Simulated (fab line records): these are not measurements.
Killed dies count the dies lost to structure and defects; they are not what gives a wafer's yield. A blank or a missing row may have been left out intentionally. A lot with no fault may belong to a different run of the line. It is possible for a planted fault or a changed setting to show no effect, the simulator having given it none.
Commonality check across tools + flow sky130 + 15 lots and 54 wafers in the sample

## WHY THIS WAS OPENED
At SKY_LDD_LDN_TW_MEAS_13 the reading LDD_LDN_TW is flagged on 3 of 15 lots. Fault-free wafers read 1480, with a standard deviation of 14.
Rule: flag the lot when none of its wafers has a number, or when each of its wafers that has one lies beyond 4 standard deviations from that mean. The rest of the lots are taken to be sound.

| lot  | measured     | on            | LDD_LDN_TW, wafer by wafer    | flag    |
|------|--------------|---------------|-------------------------------|---------|
| L981 | day 22 09:46 | film metro-04 | 1476 1481 1479                |         |
| L984 | day 23 17:19 | film metro-03 | 1485 1477 1481                |         |
| L985 | day 24 23:02 | film metro-04 | 1460 1465 1460                |         |
| L986 | day 25 06:40 | film metro-04 | 1351 1350 1353 1351 1347 1349 | FLAGGED |
| L987 | day 25 07:16 | film metro-01 | 1382 1383 1384 1389 1378 1384 | FLAGGED |
| L988 | day 25 13:08 | film metro-03 | 1369 1361 1364 1365 1368 1360 | FLAGGED |
| L992 | day 27 02:14 | film metro-03 | 1468 1470 1471                |         |
| L994 | day 27 10:10 | film metro-04 | 1471 1463 1475                |         |
| L995 | day 27 16:15 | film metro-04 | 1463 1472 1464                |         |
| L996 | day 28 04:05 | film metro-03 | 1477 1475 1470                |         |
| L997 | day 28 06:47 | film metro-04 | 1478 1482 1473                |         |
| L998 | day 28 19:13 | film metro-04 | 1486 1478 1482                |         |
| L999 | day 28 21:58 | film metro-01 | 1506 1510 1504                |         |
| L101 | day 29 15:25 | film metro-04 | 1468 1470 1477                |         |
| L102 | day 30 14:05 | film metro-04 | 1476 1466 1479                |         |
The numbers of the flagged lots are 1366 on average: -114 against the usual, or -8 standard deviations.

## EACH LOT AND THE TOOL IT RAN ON
2 process steps preceding the reading are held in the record, out of 708 steps in the route. Each cell gives the tool, then ch followed by the chambers the sampled wafers passed through, then the start.
| lot  | flag    | SKY_LDD_N_STRIP_16                   | SKY_LDD_LDN_IMPLANT_09          |
|------|---------|--------------------------------------|---------------------------------|
| L981 |         | plasma asher-02 ch 0,1, day 17 06:50 | implanter-01 ch 0, day 22 09:14 |
| L984 |         | plasma asher-01 ch 0,1, day 18 14:28 | implanter-03 ch 0, day 23 16:46 |
| L985 |         | plasma asher-01 ch 0,1, day 19 21:02 | implanter-03 ch 0, day 24 22:29 |
| L986 | FLAGGED | plasma asher-01 ch 0,1, day 20 04:19 | implanter-03, day 25 06:07      |
| L987 | FLAGGED | plasma asher-02 ch 0,1, day 20 05:35 | implanter-02, day 25 06:43      |
| L988 | FLAGGED | plasma asher-01 ch 0,1, day 20 10:58 | implanter-03, day 25 12:36      |
| L992 |         | plasma asher-02 ch 0,1, day 22 02:17 | implanter-01 ch 0, day 27 01:41 |
| L994 |         | plasma asher-01 ch 0,1, day 22 12:06 | implanter-03 ch 0, day 27 09:37 |
| L995 |         | plasma asher-02 ch 0,1, day 22 17:21 | implanter-03 ch 0, day 27 15:42 |
| L996 |         | plasma asher-01 ch 0,1, day 23 05:57 | implanter-02 ch 0, day 28 03:33 |
| L997 |         | plasma asher-01 ch 0,1, day 23 07:55 | implanter-01 ch 0, day 28 06:16 |
| L998 |         | plasma asher-01 ch 0,1, day 23 22:09 | implanter-03 ch 0, day 28 18:40 |
| L999 |         | plasma asher-01 ch 0,1, day 24 01:23 | implanter-01 ch 0, day 28 21:27 |
| L101 |         | plasma asher-02 ch 0,1, day 24 21:00 | implanter-02 ch 0, day 29 14:52 |
| L102 |         | plasma asher-02 ch 0,1, day 25 20:21 | implanter-03 ch 0, day 30 13:32 |
These steps, and what they do:
- SKY_LDD_N_STRIP_16: strips in O2/N2.
- SKY_LDD_LDN_IMPLANT_09
- SKY_LDD_LDN_TW_MEAS_13

## FLAGGED OVER TOTAL, TOOL BY TOOL (the gauges that took the reading come last)
| step                   | tool            | lots run | flagged | share of the flagged lots | sound lots run after its first flagged lot |
|------------------------|-----------------|----------|---------|---------------------------|--------------------------------------------|
| SKY_LDD_N_STRIP_16     | plasma asher-01 | 9        | 2       | some                      | 5 (L994,L996,L997,L998,L999)               |
| SKY_LDD_N_STRIP_16     | plasma asher-02 | 6        | 1       | some                      | 4 (L992,L995,L101,L102)                    |
| SKY_LDD_LDN_IMPLANT_09 | implanter-01    | 4        | 0       | none                      | -                                          |
| SKY_LDD_LDN_IMPLANT_09 | implanter-02    | 3        | 1       | some                      | 2 (L996,L101)                              |
| SKY_LDD_LDN_IMPLANT_09 | implanter-03    | 8        | 2       | some                      | 4 (L994,L995,L998,L102)                    |
| SKY_LDD_LDN_TW_MEAS_13 | film metro-01   | 2        | 1       | some                      | 1 (L999)                                   |
| SKY_LDD_LDN_TW_MEAS_13 | film metro-03   | 4        | 1       | some                      | 2 (L992,L996)                              |
| SKY_LDD_LDN_TW_MEAS_13 | film metro-04   | 9        | 1       | some                      | 6 (L994,L995,L997,L998,L101,L102)          |

## THE TABLE: WHAT IT ALLOWS
No row of the table ran every flagged lot.

## WHAT WAS PUT IN BY THE SIMULATOR
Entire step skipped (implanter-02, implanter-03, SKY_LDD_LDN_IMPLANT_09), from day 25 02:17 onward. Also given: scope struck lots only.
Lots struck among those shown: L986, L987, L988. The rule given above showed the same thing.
